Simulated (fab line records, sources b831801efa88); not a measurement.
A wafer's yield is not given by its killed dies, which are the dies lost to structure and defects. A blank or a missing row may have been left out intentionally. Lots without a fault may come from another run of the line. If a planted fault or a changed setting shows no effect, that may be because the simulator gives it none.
The tool behind it: which one?	flow sky130	at 1 step of a route of 708, 10 lots with 30 wafers sampled

WHAT THE GAUGES READ, wafer by wafer
SKY_CONTACT_CD_MEAS_14: target cd 170 nm.
lot	measured	on	cd nm (nm)
L251	day 32 08:46	cd sem-02	168.1 167.3 168.3
L253	day 32 14:40	cd sem-01	171.1 170.8 169.6
L255	day 33 16:44	cd sem-02	171.1 169.4 170.9
L259	day 34 11:38	cd sem-02	168.2 169.2 170.5
L260	day 34 19:30	cd sem-01	167.6 168.0 168.7
L266	day 36 17:47	cd sem-01	169.2 170.0 169.2
L268	day 37 06:33	cd sem-02	170.8 170.2 170.2
L269	day 38 00:20	cd sem-01	171.0 172.0 172.5
L270	day 38 14:53	cd sem-01	170.3 169.2 170.0
L271	day 38 19:28	cd sem-02	168.1 168.5 168.7

WHICH TOOL RAN EACH LOT (tool, then ch and the chambers of the sampled wafers, then the start)
No process step before these readings appears in the record.

AS READ BY THE TOOLS THEMSELVES (means over the sampled wafers that have a number; for cases with no such wafer, the mark the record gives instead)
The record holds no such reading with a usual standard deviation.

THE ANSWER, worked out from the rows above alone
Rule: the lots themselves supply what counts as usual. Put in order of their means at a reading, lots are off if they are a third of the lots or fewer, leave a main group of 4 or more, and stand apart from it by a gap of 3 or more times the standard deviation of the main group's means; of several such gaps the widest counts. If all means in a main group match to the digits the tables above print for the reading, that group is not used. A lot without any number at a reading at which 4 lots or more have one is off too. The other lots that the step has rows for count as sound. First the gauges in route order, then the tools' own readings, where a lot's mean is used as printed above. At the first step where some lot is off, the reading lying furthest off is the one used; lots without a number count as furthest.
Nothing can be told from this: no lot is off at any reading shown.

WHAT WAS PUT IN BY THE SIMULATOR
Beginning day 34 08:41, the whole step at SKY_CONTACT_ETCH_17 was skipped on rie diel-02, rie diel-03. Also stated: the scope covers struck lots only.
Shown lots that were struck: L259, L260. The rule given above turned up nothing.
